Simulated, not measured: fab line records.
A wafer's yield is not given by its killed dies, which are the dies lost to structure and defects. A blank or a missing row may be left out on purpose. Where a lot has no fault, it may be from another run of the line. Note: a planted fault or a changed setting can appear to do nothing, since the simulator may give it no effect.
Struck lot and sound lot, side by side + flow sky130 + 31 out of 708 route steps
Sound: these wafers, L291.2, L291.4, L291.5. Struck: wafer L310.5 (left out: L310.2, L310.4 of the same lot, which were not struck); the cause appears at the end.
Order at every step that has rows: each side's tool, ch and its chambers, its first start. Under that, the readings that differ: sound wafers + struck wafers + difference of the means + sigmas: that difference in standard deviations of wafers without a fault.
alike: readings with means less than 2 such deviations apart, plus words and numbers identical on both sides. not compared: withheld readings, readings lacking a value on some wafer, bounds such as >300 that could conceal the same value, and numbers that have no deviation in the record and whose values overlap.
Wherever a step has rows on one side only, a row that says differs or no value, or a row with sigmas, the two part there. Numbers that don't overlap but have no deviation are shown without sigmas and don't part them. Lack of a reading on every wafer of one side parts them only where that side has two or more wafers.

SKY_LI_CONTACT_OVL_MEAS_13:
  sound on overlay-02, day 29 19:52; struck on overlay-01, day 35 14:16
  alike: LI_CONTACT_OVL
SKY_LI_CONTACT_ETCH_14: etches BARC in N2/H2, stops on SiO2, time 45.9 s, target depth 60 nm.
  sound on rie-diel-04 ch 1,3, day 29 19:54; struck on rie-diel-04 ch 3, day 35 14:18
| reading               | sound             | struck | difference | sigmas |
|-----------------------|-------------------|--------|------------|--------|
| oes-product-au (a.u.) | 0.853 0.853 0.854 | 0.864  | +0.011     | +2     |
  alike: drypump-motor-current-A, throttle-valve-pct
  not compared: rf-hours-counter-h
SKY_LI_CONTACT_ETCH_15: etches PSG in C4F8/O2/Ar, stops on Si, target depth 600 nm.
  sound on rie-diel-04 ch 1,3, day 29 19:56; struck on rie-diel-04 ch 3, day 35 14:20
  alike: oes-product-au
SKY_LI_CONTACT_STRIP_16: strips in O2/N2.
  sound on plasma-asher-03 ch 0,1, day 29 20:02; struck on plasma-asher-03 ch 1, day 35 14:26
  alike: drypump-motor-current-A, oes-product-au, strip-time-to-endpoint-s
  not compared: rf-hours-counter-h
then, 2 steps without rows for these wafers: SKY_LI_CONTACT_CLEAN_17 (cleans in NMP, time 600 s); SKY_LI_CONTACT_PRE_CLEAN_18 (time 5.6 s).
SKY_LI_CONTACT_SPUTTER_19: material Ti, target thk 20 nm, time 106.37 s.
  sound on pvd-sputter-02, day 29 20:19; struck on pvd-sputter-04, day 35 14:46
  alike: cathode-dc-power-W, throttle-valve-pct
then, 2 steps without rows for these wafers: SKY_LI_CONTACT_SPUTTER_20 (material TiN, target thk 20 nm, time 80 s); SKY_LI_CONTACT_CVD_21 (deposits W, target thk 400 nm, time 120.56 s).
SKY_LI_CONTACT_RS_MEAS_22: a four-point-probe measurement.
  sound on film-metro-02, day 29 20:37; struck on film-metro-01, day 35 15:02
  alike: LI_CONTACT_W_RS
SKY_LI_CONTACT_THK_MEAS_23: measures by xrf.
  sound on film-metro-02, day 29 20:43; struck on film-metro-01, day 35 15:09
| reading               | sound       | struck | difference | sigmas |
|-----------------------|-------------|--------|------------|--------|
| LI_CONTACT_W_THK (nm) | 398 399 396 | 383    | -15        | -3     |
then, 1 step without rows for these wafers: SKY_LI_CONTACT_CMP_24 (polishes, stops on PSG, t overpolish 20 s, target thk 0 nm).
SKY_LOCAL_INTERCONNECT_SPUTTER_00: material TiN, target thk 100 nm, time 83.3 s.
  sound on pvd-sputter-03, day 29 21:04; struck on pvd-sputter-03, day 35 15:30
| reading                                                | sound                | struck | difference | sigmas      |
|--------------------------------------------------------|----------------------|--------|------------|-------------|
| cathode-dc-power-W (W)                                 | 6498.4 6499.8 6501.1 | 6762.0 | +262.2     | +99 or more |
| model.TiN_of_LOCAL_INTERCONNECT_SPUTTER_00.thk-nm (nm) | 98.47 99.49 99.53    | 102.9  | +3.7       |             |
  alike: throttle-valve-pct
SKY_LOCAL_INTERCONNECT_RS_MEAS_01: a four-point-probe measurement.
  sound on film-metro-04, day 29 21:09; struck on film-metro-04, day 35 15:35
| reading                            | sound             | struck | difference | sigmas |
|------------------------------------|-------------------|--------|------------|--------|
| LOCAL_INTERCONNECT_TIN_RS (ohm/sq) | 14.38 14.24 14.24 | 13.73  | -0.56      | -3     |
SKY_LOCAL_INTERCONNECT_THK_MEAS_02: measures by xrf.
  sound on film-metro-04, day 29 21:16; struck on film-metro-04, day 35 15:41
| reading                         | sound          | struck | difference | sigmas |
|---------------------------------|----------------|--------|------------|--------|
| LOCAL_INTERCONNECT_TIN_THK (nm) | 98.2 99.2 99.0 | 103.0  | +4.2       | +3     |
then, 8 steps without rows for these wafers: SKY_LOCAL_INTERCONNECT_DEHYDRATE_03 (time 60 s); SKY_LOCAL_INTERCONNECT_HMDS_04 (prime time 60 s); SKY_LOCAL_INTERCONNECT_COAT_05 (resist thk 60 nm); SKY_LOCAL_INTERCONNECT_COAT_06 (resist thk 450 nm); SKY_LOCAL_INTERCONNECT_SOFTBAKE_07 (time 90 s); SKY_LOCAL_INTERCONNECT_EXPOSE_08 (exposes mask LI1M, target cd 170 nm); SKY_LOCAL_INTERCONNECT_PEB_09; SKY_LOCAL_INTERCONNECT_DEVELOP_10 (develop time 60 s).
SKY_LOCAL_INTERCONNECT_CD_MEAS_11: the cd target is 170 nm.
  sound on cd-sem-01, day 31 01:08; struck on cd-sem-01, day 36 18:37
  alike: cd-nm
SKY_LOCAL_INTERCONNECT_OVL_MEAS_12:
  sound on overlay-02, day 31 01:15; struck on overlay-02, day 36 18:43
  alike: LOCAL_INTERCONNECT_OVL
SKY_LOCAL_INTERCONNECT_ETCH_13: etches BARC in N2/H2, stops on SiO2, time 45.9 s, target depth 60 nm.
  sound on rie-metal-04 ch 0, day 31 01:18; struck on rie-metal-01 ch 1, day 36 18:47
| reading               | sound             | struck | difference | sigmas |
|-----------------------|-------------------|--------|------------|--------|
| oes-product-au (a.u.) | 0.858 0.856 0.850 | 0.865  | +0.010     | +2     |
  alike: drypump-motor-current-A, throttle-valve-pct
  not compared: rf-hours-counter-h
SKY_LOCAL_INTERCONNECT_METAL_ETCH_14: etches TiN in Cl2/BCl3, stops on PSG, target depth 110 nm, time 31.4 s.
  sound on rie-metal-04 ch 0, day 31 01:25; struck on rie-metal-01 ch 1, day 36 18:54
| reading                                        | sound             | struck | difference | sigmas |
|------------------------------------------------|-------------------|--------|------------|--------|
| oes-product-au (a.u.)                          | 0.936 0.935 0.943 | 0.967  | +0.029     | +4     |
| model.etch.depth-nm (nm)                       | 98.47 99.49 99.53 | 102.9  | +3.7       |        |
| model.LOCAL_INTERCONNECT.feature-depth-nm (nm) | 98.47 99.49 99.53 | 102.9  | +3.7       |        |
  alike: drypump-motor-current-A, throttle-valve-pct
  not compared: rf-hours-counter-h
then, 1 step without rows for these wafers: SKY_LOCAL_INTERCONNECT_STRIP_15 (strips in O2/N2).
SKY_LOCAL_INTERCONNECT_STRIP_16: strips in post etch residue remover, time 1200 s.
  sound on wet-bench-04 ch 2, day 31 01:37; struck on wet-bench-04 ch 3, day 36 19:05
| reading                                                | sound             | struck | difference | sigmas |
|--------------------------------------------------------|-------------------|--------|------------|--------|
| model.TiN_of_LOCAL_INTERCONNECT_SPUTTER_00.thk-nm (nm) | 98.05 99.07 99.12 | 102.4  | +3.7       |        |
then, 1 step without rows for these wafers: SKY_LOCAL_INTERCONNECT_CLEAN_17 (cleans in IPA, time 180 s).
-- record jumps: 14 days separate the struck wafers' starts on either side; left off in module LOCAL_INTERCONNECT, taken up again in module PAD_OPEN, whose first shown step is the route's number 708 --
SKY_PAD_OPEN_PROBE_99:
  sound on prober-02, day 46 10:52; struck on prober-02, day 50 13:40
| reading                        | sound             | struck | difference | sigmas |
|--------------------------------|-------------------|--------|------------|--------|
| model.etest.res-li.line-ohm-um | 76.53 75.95 75.03 | 73.07  | -2.77      |        |
| model.etest.res-li.rs-ohm-sq   | 12.9 12.78 12.81  | 12.4   | -0.4       |        |

== WHERE THEY PART ==
Earliest at SKY_LI_CONTACT_ETCH_14; latest, in this record, at SKY_LOCAL_INTERCONNECT_METAL_ETCH_14.

WHY: what the simulator had put in
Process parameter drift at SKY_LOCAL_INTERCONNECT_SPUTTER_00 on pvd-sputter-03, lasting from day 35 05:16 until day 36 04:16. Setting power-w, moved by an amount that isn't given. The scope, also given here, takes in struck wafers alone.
